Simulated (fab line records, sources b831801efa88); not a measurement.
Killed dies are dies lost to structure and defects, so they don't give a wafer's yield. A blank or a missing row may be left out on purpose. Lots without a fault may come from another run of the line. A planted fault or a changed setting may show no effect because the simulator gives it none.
Chamber matching | flow gf180mcu | GF_V4_CVD_02 on pecvd-01: 3 sister chambers
The step deposits SiO2 from TEOS, target thk 850 nm, time 94.851 s. 3 wafers are shown with their chamber, then 9 later ones without.

WAFERS WITH THEIR CHAMBER
wafer  | chamber | heater_power_w (W)
L089.1 | 0       | 830
L089.2 | 2       | 776
L089.3 | 1       | 675

WAFERS WITHOUT THEIR CHAMBER
wafer  | heater_power_w (W)
L091.2 | 617
L091.3 | 791
L091.6 | 641
L094.2 | 702
L094.3 | 682
L094.4 | 808
L097.2 | 630
L097.4 | 663
L097.5 | 675

WHICH CHAMBER EACH WENT THROUGH
wafer  | from the rows above     | in truth
L091.2 | 1                       | 1
L091.3 | can't be placed: 2 or 0 | 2
L091.6 | 1                       | 1
L094.2 | can't be placed: 1 or 2 | 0
L094.3 | 1                       | 1
L094.4 | can't be placed: 0 or 2 | 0
L097.2 | 1                       | 1
L097.4 | 1                       | 1
L097.5 | 1                       | 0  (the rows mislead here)
Placed correctly: 5 of 9. Can't be placed from these rows: 3 (the true chamber is among the candidates in 2). Placed wrongly: 1.
How it was worked out, from the rows above alone: a wafer's distance from a chamber is the root of the sum, over the readings, of the square of ((its reading less the chamber's mean) divided by the reading's scatter). The wafer belongs to the nearest chamber; if the next one is less than 2 further off, it can't be placed. A chamber's mean is the mean of its shown wafers. The scatter: with one shown wafer a chamber, the root of the mean of the squares of how far each hidden wafer lies from its nearest shown one.
